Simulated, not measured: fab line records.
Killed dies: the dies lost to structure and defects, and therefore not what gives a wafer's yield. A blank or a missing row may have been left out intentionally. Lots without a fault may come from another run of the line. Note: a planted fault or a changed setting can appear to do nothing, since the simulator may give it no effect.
Problem report, 8D (eight disciplines) form, completed by code / flow sky130 / the parts of the form that need people (team, actions taken, sign-off) are left out

1. THE ISSUE
At SKY_LI_CONTACT_ETCH_14, oes_product_au averages 0.897 a.u. over 4 wafers from 3 lots, while fault-free wafers read 0.854 a.u., standard deviation 0.0047. Relative to the usual mean, that is a shift of +9.0 standard deviations.
The step: etches BARC in N2/H2, stops on SiO2, time 45.9 s, target depth 60 nm.
The first sign was on wafer L892.1 at day 34 06:46, on rie_diel-04. At this step, 37 wafers from 13 lots have a number in the record. The rule behind "out" and "out of limits": a value lying over 4 standard deviations away from the usual mean. Any other wafer with a number is counted as sound.

2. WHAT IT IS, AND WHAT IT ISN'T
question=which readings at this step | is=oes_product_au | is not=drypump_motor_current_A, throttle_valve_pct
question=which lots | is=L892, L893, L894 | is not=L877, L878, L879, L881, L882, L883, L884, L891, L897, L898
question=which wafers of those lots | is=L892.1, L892.2, L893.1, L894.2 | is not=L893.3, L893.4, L894.4
question=read on which tools | is=rie_diel-02, rie_diel-03, rie_diel-04 | is not=-
question=when | is=from day 34 06:46 | is not=up to then (24 sound wafers); but 9 sound wafers of L893, L894, L897, L898 came after

3. SUSPECTS, AND WHAT RULES EACH OUT
Counting: any tool at a process step up to the reading remains a suspect provided it ran every lot that is out. Sound lots after the first of them don't rule it out here, since some wafers of a struck lot are sound.
- litho_track-04 at SKY_LI_CONTACT_COAT_06 (resist thk 60 nm): kept. Ran every lot that is out, first one L892 (day 33 17:02); last sound lot up to then L883 (day 30 12:38).
Left after counting: litho_track-04 at SKY_LI_CONTACT_COAT_06.

4. THE CAUSE (what the simulator had put in)
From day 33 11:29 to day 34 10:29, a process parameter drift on litho_track-04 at SKY_LI_CONTACT_COAT_06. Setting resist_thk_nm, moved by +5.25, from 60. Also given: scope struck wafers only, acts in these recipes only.
Counting left only this tool.

5. THE EFFECT CHAIN, in route order
One row per reading whose mean, taken over the struck wafers that have a number, lies over 3 standard deviations from the usual. Only readings whose record carries a usual standard deviation are examined. hours: median over the lots of the time between each lot's start at the first step of this table that gives one and its start at this step. sigmas: the change, counted in usual standard deviations.
hours=0; step=SKY_LI_CONTACT_ETCH_14; reading=oes_product_au; usual=0.854 a.u.; on struck wafers=0.897; change=+0.043; sigmas=+9.0
It contains these process steps:
- SKY_LI_CONTACT_ETCH_14: etches BARC in N2/H2, stops on SiO2, time 45.9 s, target depth 60 nm.

6. HOW IT WOULD HAVE BEEN CAUGHT EARLIER
In this record no reading fell out of limits until day 34 06:46, 19 hours after the fault had begun at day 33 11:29.
No tool reading at SKY_LI_CONTACT_COAT_06 that has a usual standard deviation in the record was out on any struck wafer, so an alarm limit of 4 standard deviations on those readings would not have fired.
L893, L894, from the lots that are out (3), started SKY_LI_CONTACT_COAT_06 on litho_track-04 later than day 34 06:46. A hold on the tool at that time would have spared those 2.
